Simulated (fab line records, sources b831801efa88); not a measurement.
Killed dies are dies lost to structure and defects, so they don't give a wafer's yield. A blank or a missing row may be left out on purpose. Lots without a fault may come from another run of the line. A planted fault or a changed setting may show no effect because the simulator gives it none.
fab line records | flow sky130
record lots=10 wafers=30 last_day=50
route steps=708 shown SONOS_ONO@183 LDD_N@253 LDD_P@263 LDD_HVP@287 LDD_LDN@301 PAD_OPEN@708
lots that met no fault: from a run of the same line without faults
start_h: hours from the record's first day to the start of the lot's first wafer shown | wait_h: hours since the lot's step before | " the same as in the row above | L1.1+2: a row that stands for several wafers | - no value, or no start given | * or withheld: withheld | < > ~ a bound
route shown NAME@n: a module of which the file shows steps, and the number in the route of the first | usual: mean/standard deviation of fault-free wafers | same: alike in all rows | chamber/n: place in a boat | sites: the reading at each site | _std_site: their standard deviation | _edge_site: outer sites' mean less inner sites' | radius_mm: how far each site lies from the wafer's centre | mask NAME#n: copy n | behind: the tool/chamber that last shaped the wafer | hold: why the lot was held/for how many hours/how that ended | device: the transistor (n, p or np) that didn't switch | end of line: the same wafers' tests at the end of the route | a step without rows: its recipe alone | killed: dies lost to structure and defects at the first sort, not the wafer's yield | map: a wafer's dies, x killed, . not, _ none there
set.NAME: the setting as run; set.NAME@STEP: as run at that earlier step | model.NAME: the simulator's own value behind a step, which no gauge read
steps of the route over a sample of lots; a table a step, a row a wafer
services: from which hour (start_h, from the record's first day; less than 0 if before it) a tool's chamber was out of use, for how many hours, and why
## steps
# step SKY_SONOS_ONO_ETCH_15
# recipe target_depth_nm=19.52 chemistry=CHF3/O2 source_w=600 bias_w=200 pressure_mtorr=40 chf3_flow_sccm=50 O2_flow_sccm=5 time_s=7.8
# usual bias_w=200.0/0.59 drypump_motor_current_A=5.8/0.36 oes_product_au=1.003/0.0084 throttle_valve_pct=8.825/0.0096
# columns lot.wafer tool chamber start_h wait_h bias_w drypump_motor_current_A oes_product_au rf_hours_counter_h throttle_valve_pct
L522.1 rie_diel-02 3 303.66 0.0 199.1 5.7 1.013 62 8.826
L522.2 " 2 " " 199.8 6.4 0.989 4 8.839
L522.5 " 3 " " 200.2 5.7 1.015 - 8.817
L525.1 rie_diel-01 2 333.57 0.0 201.2 6.1 1.006 30 8.837
L525.2 " 3 " " 200.2 5.3 1.000 5 8.819
L525.5 " 0 " " 200.2 5.7 1.007 - 8.830
L528.2 rie_diel-01 1 365.97 0.0 200.3 5.8 0.990 110 8.823
L528.3 " 2 " " 199.1 6.1 1.006 31 8.806
L528.6 " 1 " " 200.5 5.8 0.986 - 8.810
L530.2 rie_diel-02 3 382.41 0.0 199.7 5.7 1.012 64 8.808
L530.3 " 1 " " 199.8 5.7 1.013 4 8.824
L530.6 " 1 " " 200.4 5.7 1.012 - 8.833
L531.3 rie_diel-04 1 385.47 0.0 200.1 6.1 1.009 1 8.828
L531.4 " 2 " " 199.9 6.2 1.000 95 8.834
L531.6 " 2 " " 200.1 6.2 1.008 - 8.832
L532.2 rie_diel-02 2 390.46 0.0 199.9 6.5 0.996 6 8.806
L532.3 " 1 " " 200.2 5.8 1.004 4 8.829
L532.6 " 1 " " 200.2 5.8 1.010 - 8.826
L534.1 rie_diel-02 1 407.47 0.0 201.1 5.7 1.002 4 8.838
L534.3 " 0 " " 200.2 5.2 1.007 12 8.828
L534.5 " 0 " " 199.5 5.2 1.017 - 8.825
L535.1 rie_diel-04 2 416.72 0.0 199.5 6.2 1.004 95 8.830
L535.2 " 0 " " 199.5 5.8 0.986 35 8.814
L535.5 " 1 " " 200.1 6.1 1.002 - 8.825
L538.3 rie_diel-02 3 439.62 0.0 199.5 5.7 1.005 65 8.824
L538.4 " 1 " " 200.2 5.8 0.990 5 8.831
L538.6 " 0 " " 200.5 5.2 0.996 - 8.828
L541.2 rie_diel-04 3 468.98 0.0 200.3 5.6 0.997 14 8.829
L541.3 " 0 " " 200.2 5.7 0.993 36 8.825
L541.6 " 3 " " 199.4 5.6 1.007 - 8.825
# step SKY_LDD_N_STRIP_16
# recipe chemistry=O2/N2 power_w=1400 pressure_mtorr=1500 platen_temp_c=withheld o2_flow_sccm=3000 n2_flow_sccm=300 overash_fraction=0.5
# usual chamber_pressure_mTorr=1500.1/1.3 drypump_motor_current_A=5.5/0.37 n2_flow_sccm=300.2/0.76 oes_product_au=0.406/0.0043 strip_time_to_endpoint_s=4.313/0.015
# columns lot.wafer tool chamber start_h wait_h chamber_pressure_mTorr drypump_motor_current_A n2_flow_sccm oes_product_au rf_hours_counter_h strip_time_to_endpoint_s
L522.1 plasma_asher-04 1 429.55 0.1 1499.8 4.7 300.4 0.405 31 4.340
L522.2 " 0 " " 1500.3 5.2 301.2 0.410 31 4.314
L522.5 " 0 " " 1502.0 5.2 300.3 0.406 - 4.315
L525.1 plasma_asher-02 1 463.05 0.1 1498.3 5.7 300.7 0.409 3 4.316
L525.2 " 0 " " 1499.3 5.4 301.1 0.410 3 4.321
L525.5 " 0 " " 1500.5 5.5 302.6 0.398 - 4.317
L528.2 plasma_asher-02 0 501.10 0.1 1497.6 5.4 298.9 0.404 7 4.319
L528.3 " 1 " " 1500.1 5.7 301.3 0.413 - 4.298
L528.6 " 1 " " 1501.7 5.7 300.1 0.413 - 4.320
L530.2 plasma_asher-02 1 513.80 0.1 1498.5 5.7 299.7 0.402 8 4.293
L530.3 " 0 " " 1499.0 5.5 299.7 0.410 - 4.307
L530.6 " 1 " " 1498.2 5.7 300.2 0.405 - 4.295
L531.3 plasma_asher-02 0 518.93 0.1 1502.1 5.5 300.9 0.406 - 4.343
L531.4 " 1 " " 1499.6 5.7 301.0 0.406 - 4.315
L531.6 " 0 " " 1502.3 5.5 299.1 0.411 - 4.309
L532.2 plasma_asher-02 0 525.84 0.1 1500.1 5.5 299.4 0.403 9 4.312
L532.3 " 0 " " 1500.3 5.4 300.2 0.402 - 4.330
L532.6 " 0 " " 1501.0 5.5 300.0 0.412 - 4.329
L534.1 plasma_asher-03 0 542.74 0.1 1502.7 6.1 300.5 0.411 72 4.326
L534.3 " 0 " " 1500.4 6.1 299.5 0.400 - 4.324
L534.5 " 0 " " 1500.4 6.0 300.9 0.403 - 4.340
L535.1 plasma_asher-02 0 547.70 0.1 1500.5 5.5 300.2 0.406 11 4.309
L535.2 " 1 " " 1500.8 5.7 299.1 0.403 11 4.311
L535.5 " 1 " " 1500.7 5.7 300.6 0.402 - 4.324
L538.3 plasma_asher-02 1 572.38 0.1 1501.8 5.7 300.6 0.406 - 4.299
L538.4 " 0 " " 1499.5 5.5 299.7 0.409 - 4.318
L538.6 " 0 " " 1497.4 5.5 301.1 0.406 - 4.311
L541.2 plasma_asher-04 1 602.09 0.1 1501.9 4.7 300.0 0.401 49 4.304
L541.3 " 1 " " 1500.6 4.7 300.4 0.411 - 4.321
L541.6 " 0 " " 1499.7 5.2 299.0 0.405 - 4.304
# step SKY_LDD_P_OVL_MEAS_08
# usual LDD_P_OVL=0.2/1.7
# columns lot.wafer tool chamber start_h wait_h LDD_P_OVL[nm]
L522.1 overlay-01 - 460.47 0.1 -1.7
L522.2 " - " " -2.2
L522.5 " - " " -2.5
L525.1 overlay-02 - 494.17 0.1 3.6
L525.2 " - " " 2.4
L525.5 " - " " 3.6
L528.2 overlay-02 - 531.79 0.1 -1.9
L528.3 " - " " -2.3
L528.6 " - " " 0.0
L530.2 overlay-02 - 544.14 0.1 0.9
L530.3 " - " " 2.4
L530.6 " - " " 2.2
L531.3 overlay-01 - 548.49 0.1 1.3
L531.4 " - " " 0.6
L531.6 " - " " 0.7
L532.2 overlay-02 - 556.43 0.1 1.1
L532.3 " - " " 1.8
L532.6 " - " " -0.6
L534.1 overlay-02 - 571.77 0.1 1.8
L534.3 " - " " 1.0
L534.5 " - " " 0.7
L535.1 overlay-02 - 576.93 0.1 0.4
L535.2 " - " " 1.0
L535.5 " - " " 0.4
L538.3 overlay-02 - 601.29 0.1 2.4
L538.4 " - " " 3.0
L538.6 " - " " 1.2
L541.2 overlay-02 - 631.03 0.1 4.1
L541.3 " - " " 2.8
L541.6 " - " " 1.7
# step SKY_LDD_HVP_STRIP_09
# recipe chemistry=O2/N2 power_w=1400 pressure_mtorr=1500 platen_temp_c=withheld o2_flow_sccm=3000 n2_flow_sccm=300 overash_fraction=0.5
# usual chamber_pressure_mTorr=1499.9/1.4 drypump_motor_current_A=5.4/0.43 n2_flow_sccm=300.2/1 oes_product_au=0.408/0.0047 strip_time_to_endpoint_s=4.136/0.014
# columns lot.wafer tool chamber start_h wait_h chamber_pressure_mTorr drypump_motor_current_A n2_flow_sccm oes_product_au rf_hours_counter_h strip_time_to_endpoint_s
L522.1 plasma_asher-04 0 522.29 0.1 1500.7 5.2 298.7 0.414 41 4.145
L522.2 " 1 " " 1500.0 4.7 300.8 0.401 41 4.134
L522.5 " 0 " " 1500.9 5.2 299.7 0.409 - 4.149
L525.1 plasma_asher-04 0 555.19 0.1 1499.1 5.2 300.4 0.410 44 4.143
L525.2 " 1 " " 1497.3 4.7 301.4 0.406 44 4.125
L525.5 " 0 " " 1497.6 5.2 301.3 0.412 - 4.138
L528.2 plasma_asher-04 1 591.50 0.1 - - - - - -
L528.3 " 0 " " - - - - - -
L528.6 " 1 " " - - - - - -
L530.2 plasma_asher-01 1 603.80 0.1 - - - - - -
L530.3 " 1 " " - - - - - -
L530.6 " 1 " " - - - - - -
L531.3 plasma_asher-01 0 607.18 0.1 - - - - - -
L531.4 " 1 " " - - - - - -
L531.6 " 0 " " - - - - - -
L532.2 plasma_asher-04 0 614.69 0.1 1499.4 5.2 300.1 0.409 50 4.127
L532.3 " 0 " " 1500.3 5.2 300.7 0.407 - 4.135
L532.6 " 1 " " 1500.7 4.7 298.7 0.406 - 4.137
L534.1 plasma_asher-01 0 630.10 0.1 1498.7 5.4 300.6 0.412 90 4.121
L534.3 " 0 " " 1499.4 5.4 299.0 0.404 - 4.116
L534.5 " 1 " " 1499.7 6.0 299.9 0.405 - 4.135
L535.1 plasma_asher-01 0 634.75 0.1 1498.8 5.4 299.6 0.403 91 4.161
L535.2 " 1 " " 1500.1 6.0 297.8 0.412 91 4.156
L535.5 " 1 " " 1502.4 6.0 299.3 0.411 - 4.133
L538.3 plasma_asher-04 1 659.78 0.1 1500.9 4.7 299.0 0.405 - 4.133
L538.4 " 0 " " 1499.1 5.2 300.8 0.406 - 4.130
L538.6 " 1 " " 1497.1 4.7 301.3 0.415 - 4.144
L541.2 plasma_asher-01 0 688.04 0.1 1498.0 5.4 302.1 0.407 96 4.130
L541.3 " 1 " " 1499.0 6.0 300.8 0.409 - 4.117
L541.6 " 0 " " 1499.1 5.4 300.8 0.399 - 4.123
# step SKY_LDD_LDN_STRIP_12
# recipe chemistry=O2/N2 power_w=1400 pressure_mtorr=1500 platen_temp_c=withheld o2_flow_sccm=3000 n2_flow_sccm=300 overash_fraction=0.5
# usual chamber_pressure_mTorr=1500.1/1.4 drypump_motor_current_A=5.5/0.42 n2_flow_sccm=300.0/0.86 oes_product_au=0.716/0.0046 strip_time_to_endpoint_s=14.18/0.044
# columns lot.wafer tool chamber start_h wait_h chamber_pressure_mTorr drypump_motor_current_A n2_flow_sccm oes_product_au rf_hours_counter_h strip_time_to_endpoint_s
L522.1 plasma_asher-02 1 554.09 0.1 1499.7 5.7 298.2 0.714 12 14.13
L522.2 " 0 " " 1501.0 5.5 299.5 0.709 12 14.09
L522.5 " 0 " " 1501.7 5.5 299.7 0.713 - 14.12
L525.1 plasma_asher-04 0 585.25 0.1 1499.3 5.2 300.3 0.718 47 14.19
L525.2 " 1 " " 1497.6 4.7 300.3 0.717 47 14.15
L525.5 " 0 " " 1499.7 5.2 299.9 0.713 - 14.22
L528.2 plasma_asher-03 0 621.29 0.1 1499.9 6.1 301.5 0.708 79 18.79
L528.3 " 0 " " 1499.2 6.1 300.8 0.711 - 18.77
L528.6 " 0 " " 1499.8 6.1 299.6 0.713 - 18.80
L530.2 plasma_asher-02 0 633.24 0.1 1497.9 5.5 300.3 0.716 19 18.77
L530.3 " 0 " " 1498.6 5.5 300.0 0.714 - 18.75
L530.6 " 1 " " 1499.4 5.8 298.1 0.714 - 18.75
L531.3 plasma_asher-02 0 635.48 0.1 1498.8 5.5 301.4 0.721 - 18.71
L531.4 " 1 " " 1501.1 5.7 300.2 0.709 - 18.75
L531.6 " 0 " " 1499.4 5.4 301.7 0.723 - 18.76
L532.2 plasma_asher-04 1 643.20 0.1 1499.9 4.7 300.9 0.716 54 14.22
L532.3 " 1 " " 1499.5 4.7 301.2 0.715 - 14.26
L532.6 " 0 " " 1498.5 5.2 300.8 0.711 - 14.25
L534.1 plasma_asher-02 1 659.84 0.1 1501.9 5.7 298.4 0.713 22 14.21
L534.3 " 0 " " 1501.7 5.4 300.2 0.714 - 14.21
L534.5 " 0 " " 1501.3 5.4 300.2 0.718 - 14.25
L535.1 plasma_asher-02 0 663.27 0.2 1500.8 5.5 299.4 0.716 23 14.21
L535.2 " 1 " " 1500.1 5.7 300.1 0.719 23 14.25
L535.5 " 0 " " 1497.9 5.5 299.7 0.717 - 14.21
L538.3 plasma_asher-04 1 687.93 0.1 1501.6 4.7 299.6 0.707 - 14.18
L538.4 " 0 " " 1500.9 5.2 300.5 0.720 - 14.16
L538.6 " 1 " " 1499.7 4.7 300.3 0.718 - 14.17
L541.2 plasma_asher-03 1 715.99 0.1 1499.6 5.5 300.2 0.722 88 14.15
L541.3 " 1 " " 1502.2 5.5 301.2 0.725 - 14.17
L541.6 " 1 " " 1501.7 5.6 300.7 0.716 - 14.17
# step SKY_LDD_LDN_TW_MEAS_13
# usual LDD_LDN_TW=1486/21
# columns lot.wafer tool chamber start_h wait_h hold LDD_LDN_TW
L522.1 film_metro-03 - 554.22 0.1 - 1516
L522.2 " - " " - 1507
L522.5 " - " " - 1513
L525.1 film_metro-04 - 585.35 0.1 - 1468
L525.2 " - " " - 1470
L525.5 " - " " - 1466
L528.2 film_metro-04 - 621.40 0.1 await_dispo/0.2h/release 30
L528.3 " - " " await_dispo/0.2h/release 30
L528.6 " - " " await_dispo/0.2h/release 30
L528.2 film_metro-04 - 621.63 0.2 - 30
L528.3 " - " " - 30
L528.6 " - " " - 30
L530.2 film_metro-04 - 633.35 0.1 await_dispo/0.2h/release 30
L530.3 " - " " await_dispo/0.2h/release 30
L530.6 " - " " await_dispo/0.2h/release 30
L530.2 film_metro-04 - 633.58 0.2 - 30
L530.3 " - " " - 30
L530.6 " - " " - 30
L531.3 film_metro-04 - 635.56 0.1 await_dispo/0.2h/release 29
L531.4 " - " " await_dispo/0.2h/release 30
L531.6 " - " " await_dispo/0.2h/release 29
L531.3 film_metro-04 - 635.79 0.2 - 29
L531.4 " - " " - 30
L531.6 " - " " - 30
L532.2 film_metro-01 - 643.31 0.1 - 1469
L532.3 " - " " - 1473
L532.6 " - " " - 1469
L534.1 film_metro-03 - 659.94 0.1 - 1509
L534.3 " - " " - 1518
L534.5 " - " " - 1510
L535.1 film_metro-03 - 663.37 0.1 - 1502
L535.2 " - " " - 1508
L535.5 " - " " - 1508
L538.3 film_metro-01 - 688.01 0.1 - 1476
L538.4 " - " " - 1467
L538.6 " - " " - 1470
L541.2 film_metro-03 - 716.10 0.1 - 1511
L541.3 " - " " - 1502
L541.6 " - " " - 1499
# step SKY_PAD_OPEN_PROBE_99
# usual defect_limited_yield=82.5/1.8 killed_at_M0_to_M3=42/6.6 killed_at_M4_up=3.0/1.8 killed_at_contacts=25/5.1 killed_at_front_end=15/4.4 killed_at_other=0.3/0.56 killed_dies=86/8.6 killed_open=47/6.9 killed_short=38/6 sort_bin_3_pad_short=0.8/0.42 sort_bin_5_function=10.6/1.5 sort_bin_6_memory=6.1/1.1 sort_n_pass=406/8.6 sort_yield_pct=82.5/1.8
# same gross_dies=492 killed_at_back_side=0 sort_bin_4_leakage[%]=0 sort_bin_8_speed[%]=0
# columns lot.wafer tool chamber start_h wait_h defect_limited_yield[%] killed_at_M0_to_M3 killed_at_M4_up killed_at_contacts killed_at_front_end killed_at_other killed_dies killed_open killed_short sort_bin_3_pad_short[%] sort_bin_5_function[%] sort_bin_6_memory[%] sort_n_pass sort_yield_pct[%]
L522.1 prober-01 - 1097.57 0.1 78.9 50 6 32 16 0 104 56 48 1.6 11.6 7.9 388 78.9
L522.2 prober-01 - 1097.62 0.1 82.9 43 3 24 13 1 84 40 44 1.0 10.0 6.1 408 82.9
L522.5 prober-01 - 1097.77 0.2 84.3 40 5 24 8 0 77 37 39 0.8 8.1 6.7 415 84.3
L532.2 prober-01 - 1154.13 0.1 80.9 42 1 30 21 0 94 61 32 0.8 11.0 7.3 398 80.9
L532.3 prober-01 - 1154.18 0.2 85.2 39 6 19 9 0 73 39 33 0.6 9.8 4.5 419 85.2
L532.6 prober-01 - 1154.33 0.2 85.6 38 2 16 15 0 71 45 25 0.8 7.5 6.1 421 85.6
L534.1 prober-01 - 1165.99 0.1 83.9 39 1 22 17 0 79 44 35 1.0 9.1 5.9 413 83.9
L534.3 prober-01 - 1166.09 0.2 80.7 47 2 27 19 0 95 55 38 0.6 11.4 7.3 397 80.7
L534.5 prober-01 - 1166.19 0.2 82.1 49 2 21 16 0 88 41 46 0.8 11.0 6.1 404 82.1
L538.3 prober-01 - 1182.91 0.2 82.1 49 0 25 14 0 88 46 42 0.6 10.6 6.7 404 82.1
L538.4 prober-01 - 1182.96 0.2 83.3 36 7 22 15 2 82 48 34 1.0 11.2 4.5 410 83.3
L538.6 prober-01 - 1183.06 0.2 85.2 34 3 23 12 1 73 45 28 0.6 9.1 5.1 419 85.2
L541.2 prober-02 - 1198.58 0.1 82.3 45 7 25 9 1 87 49 38 0.6 10.6 6.5 405 82.3
L541.3 prober-02 - 1198.63 0.2 80.1 42 5 36 15 0 98 56 42 0.8 13.2 5.9 394 80.1
L541.6 prober-02 - 1198.78 0.2 84.3 43 1 20 13 0 77 47 30 0.6 8.5 6.5 415 84.3
# killed by level:class
L522.1 CONTACT:geometric_particle:open=12 VIA2:geometric_particle:open=8 LI_CONTACT:geometric_particle:open=7 LOCAL_INTERCONNECT:geometric_particle:short=7 METAL2:geometric_particle:short=7 POLY_GATE:geometric_particle:open=6 METAL3:geometric_particle:short=6 VIA3:geometric_particle:open=6
L522.2 CONTACT:geometric_particle:open=8 VIA2:geometric_particle:open=8 VIA1:geometric_particle:open=8 VIA3:geometric_particle:open=7 CONTACT:geometric_particle:short=6 FIELD_ISO:geometric_particle:short=5 LOCAL_INTERCONNECT:geometric_particle:short=5 METAL1:geometric_particle:short=4
L522.5 LI_CONTACT:geometric_particle:open=10 METAL1:geometric_particle:short=8 VIA1:geometric_particle:open=7 METAL2:geometric_particle:short=6 CONTACT:geometric_particle:open=5 VIA2:geometric_particle:short=5 LOCAL_INTERCONNECT:geometric_particle:short=4 METAL2:geometric_particle:open=4
L532.2 CONTACT:geometric_particle:open=12 VIA1:geometric_particle:open=12 LI_CONTACT:geometric_particle:open=11 POLY_GATE:geometric_particle:open=7 VIA3:geometric_particle:open=7 METAL2:geometric_particle:short=5 FIELD_ISO:geometric_particle:short=4 FIELD_ISO:geometric_particle:open=4
L532.3 VIA1:geometric_particle:open=13 CONTACT:geometric_particle:open=8 VIA2:geometric_particle:open=6 FIELD_ISO:geometric_particle:short=4 METAL4:geometric_particle:short=4 VIA3:geometric_particle:short=4 FIELD_ISO:geometric_particle:open=3 LI_CONTACT:geometric_particle:open=3
L532.6 VIA3:geometric_particle:open=10 VIA1:geometric_particle:open=9 VIA2:geometric_particle:open=7 METAL2:geometric_particle:short=5 LI_CONTACT:geometric_particle:open=5 LOCAL_INTERCONNECT:geometric_particle:short=5 CONTACT:geometric_particle:open=5 FIELD_ISO:geometric_particle:open=4
L534.1 VIA1:geometric_particle:open=10 CONTACT:geometric_particle:open=8 LI_CONTACT:geometric_particle:open=6 METAL2:geometric_particle:short=6 METAL1:geometric_particle:short=5 POLY_GATE:geometric_particle:short=4 SPACER:geometric_particle:open=4 CONTACT:geometric_particle:short=4
L534.3 CONTACT:geometric_particle:open=10 VIA1:geometric_particle:open=10 LI_CONTACT:geometric_particle:open=9 VIA1:geometric_particle:short=7 VIA2:geometric_particle:open=7 METAL1:geometric_particle:short=6 VIA3:geometric_particle:open=6 FIELD_ISO:geometric_particle:open=5
L534.5 VIA1:geometric_particle:open=11 CONTACT:geometric_particle:open=11 METAL1:geometric_particle:short=10 METAL2:geometric_particle:short=9 VIA1:geometric_particle:short=7 POLY_GATE:geometric_particle:short=6 LI_CONTACT:geometric_particle:open=4 VIA2:geometric_particle:open=4
L538.3 VIA1:geometric_particle:open=11 CONTACT:geometric_particle:open=7 LOCAL_INTERCONNECT:geometric_particle:short=6 POLY_GATE:geometric_particle:open=5 METAL1:geometric_particle:short=5 VIA1:geometric_particle:short=5 POLY_GATE:geometric_particle:short=4 LI_CONTACT:geometric_particle:open=4
L538.4 VIA2:geometric_particle:open=10 VIA1:geometric_particle:open=9 LI_CONTACT:geometric_particle:open=7 METAL4:geometric_particle:short=7 CONTACT:geometric_particle:open=6 CONTACT:geometric_particle:short=5 METAL1:geometric_particle:short=5 VIA3:geometric_particle:open=5
L538.6 LI_CONTACT:geometric_particle:open=8 VIA1:geometric_particle:open=8 CONTACT:geometric_particle:open=7 FIELD_ISO:geometric_particle:short=6 VIA2:geometric_particle:open=6 METAL2:geometric_particle:short=5 LI_CONTACT:geometric_particle:short=4 VIA3:geometric_particle:open=4
L541.2 VIA1:geometric_particle:open=10 CONTACT:geometric_particle:open=9 VIA3:geometric_particle:open=8 VIA2:geometric_particle:open=7 LI_CONTACT:geometric_particle:open=6 METAL4:geometric_particle:short=6 VIA2:geometric_particle:short=6 VIA1:geometric_particle:short=5
L541.3 VIA1:geometric_particle:open=12 LI_CONTACT:geometric_particle:open=9 CONTACT:geometric_particle:open=9 CONTACT:geometric_particle:short=7 VIA2:geometric_particle:open=7 VIA3:geometric_particle:open=6 LI_CONTACT:geometric_particle:short=5 LOCAL_INTERCONNECT:geometric_particle:short=5
L541.6 VIA1:geometric_particle:open=16 CONTACT:geometric_particle:open=10 VIA1:geometric_particle:short=6 LI_CONTACT:geometric_particle:open=5 FIELD_ISO:geometric_particle:open=4 FIELD_ISO:geometric_particle:short=4 METAL1:geometric_particle:short=4 LOCAL_INTERCONNECT:geometric_particle:short=3
## services
# columns tool chamber start_h hours kind
plasma_asher-03 - 306.46 2.3 repair
rie_diel-04 - 314.12 15.6 pm
plasma_asher-03 - 320.00 4.3 repair
rie_diel-02 1 321.74 3.2 repair
plasma_asher-04 - 330.72 1.5 repair
rie_diel-04 1 338.74 4.2 repair
rie_diel-04 2 344.36 2.4 repair
plasma_asher-02 - 377.50 4.4 repair
rie_diel-04 1 391.93 5.4 repair
rie_diel-02 - 416.76 1.4 repair
plasma_asher-04 - 417.88 3.2 repair
plasma_asher-02 - 421.25 9.0 pm
rie_diel-02 3 442.73 7.6 repair
rie_diel-02 0 447.35 4.8 repair
plasma_asher-02 - 450.72 2.8 pm
rie_diel-02 1 470.20 5.2 repair
rie_diel-04 1 499.00 10.8 repair
rie_diel-02 - 545.48 0.4 repair
rie_diel-04 - 557.84 1.0 repair
plasma_asher-03 - 585.14 5.2 repair
rie_diel-02 3 613.18 12.4 repair
plasma_asher-04 - 660.52 18.9 pm
rie_diel-02 2 663.51 6.9 repair
rie_diel-02 - 714.33 1.3 repair
## key
first_sign step=SKY_LDD_HVP_STRIP_09 reading=tool_record direction=missing
effect step=SKY_LDD_LDN_STRIP_12 reading=strip_time_to_endpoint_s direction=up sigmas=99+ usual=* struck=*
effect step=SKY_LDD_LDN_TW_MEAS_13 reading=visit direction=added
effect step=SKY_LDD_LDN_TW_MEAS_13 reading=LDD_LDN_TW direction=down sigmas=69 usual=1486 struck=30
met_at SKY_LDD_HVP_STRIP_09
struck_lots L528,L530,L531
scrapped_behind SKY_LDD_LDN_TW_MEAS_13 L528.2,L528.3,L528.6,L530.2,L530.3,L530.6,L531.3,L531.4,L531.6
not_acting_at SKY_SONOS_ONO_ETCH_15,SKY_LDD_N_STRIP_16,SKY_LDD_P_OVL_MEAS_08
onset_between 555.19 591.50
fault kind=skipped_step_whole tool=plasma_asher-01,plasma_asher-04 chamber=- onset_h=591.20 steps=SKY_LDD_HVP_STRIP_09 scope=struck_lots_only
